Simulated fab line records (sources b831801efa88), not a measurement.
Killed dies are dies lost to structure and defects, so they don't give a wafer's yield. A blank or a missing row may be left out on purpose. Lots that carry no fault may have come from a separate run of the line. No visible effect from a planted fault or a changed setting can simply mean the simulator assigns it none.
Struck lot and sound lot, side by side / flow gf180mcu / 13 steps out of a route of 602
Sound: the wafers L425.1, L425.4, L425.5. Wafers struck: L431.2, L431.5, L431.6. The cause comes at the end.
Each step with rows lists, per side, the tool, then ch with its chambers, then its first start. Under that, the readings that differ: sound wafers / struck wafers / difference of the means / sigmas: that difference in standard deviations of wafers without a fault.
alike: words and numbers the same on both sides, and readings whose means are apart by under 2 such deviations; not compared: readings that were withheld, readings missing a value for some wafer, numbers with overlapping values and no deviation given by the record, and bounds like >300 which may hide the same value.
The two part at a step that has a row with sigmas, a row that says differs or no value, or rows on one side only. Non-overlapping numbers with no deviation appear without sigmas and do not part them. A reading that every wafer of one side lacks parts them only if that side has two wafers or more.

first, 5 steps without rows for these wafers: GF_STI_WET_ETCH_17 (etches Si3N4 in H3PO4, target depth 45 nm, time 514 s); GF_STI_CLEAN_18 (cleans in SC1/SC2, time 150 s); GF_STI_CLEAN_19 (cleans in dHF, time 20 s); GF_STI_WET_ETCH_20 (etches SiO2 in dHF, target depth 20 nm, time 400 s); GF_STI_OXIDATION_21 (stabilise 600 s, purge 300 s, target thk 15 nm).
GF_STI_THK_MEAS_22:
  sound: film-metro-02 at day 3 00:02; struck: film-metro-02 at day 4 06:17
  alike: STI_OXIDATION_01_THK
then, 1 step without rows for these wafers: GF_STI_CVD_23 (deposits SiO2, target thk 650 nm, time 108.3 s).
GF_STI_THK_MEAS_24:
  sound: film-metro-03 at day 3 00:11; struck: film-metro-03 at day 4 06:25
  alike: STI_CVD_23_THK
GF_STI_CMP_25: polishes, stops on Si3N4, t overpolish 33 s, target thk 524.6 nm.
  sound on cmp-02 ch 2,3, day 3 00:14; struck on cmp-02 ch 1,2,3, day 4 06:34
  alike: motor-current-A, overpolish-run-s, time-to-endpoint-s
then, 3 steps without rows for these wafers: GF_STI_WET_ETCH_26 (etches SiO2 in dHF, target depth 94 nm, time 188 s); GF_STI_WET_ETCH_27 (etches Si3N4 in H3PO4, target depth 160 nm, time 1825 s); GF_STI_WET_ETCH_28 (etches SiO2 in dHF, target depth 20 nm, time 40 s).
GF_STI_OXIDATION_29: stabilise 600 s, purge 300 s, target thk 10 nm.
  sound on furnace-02 ch 0, day 3 01:23; struck on furnace-01, day 4 07:22
  no value came back on the struck wafers for ox-temp-c (C), ox-temp-c-max, spike-tc-upper-C (C); on the sound wafers ox-temp-c (C) reads 900.5 900.0 900.7

## WHERE THEY PART
Only at GF_STI_OXIDATION_29, as far as this record shows.

WHY: whatever the simulator had introduced
Step skipped in full: furnace-01, at GF_STI_OXIDATION_29, from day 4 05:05 onward. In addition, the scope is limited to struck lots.
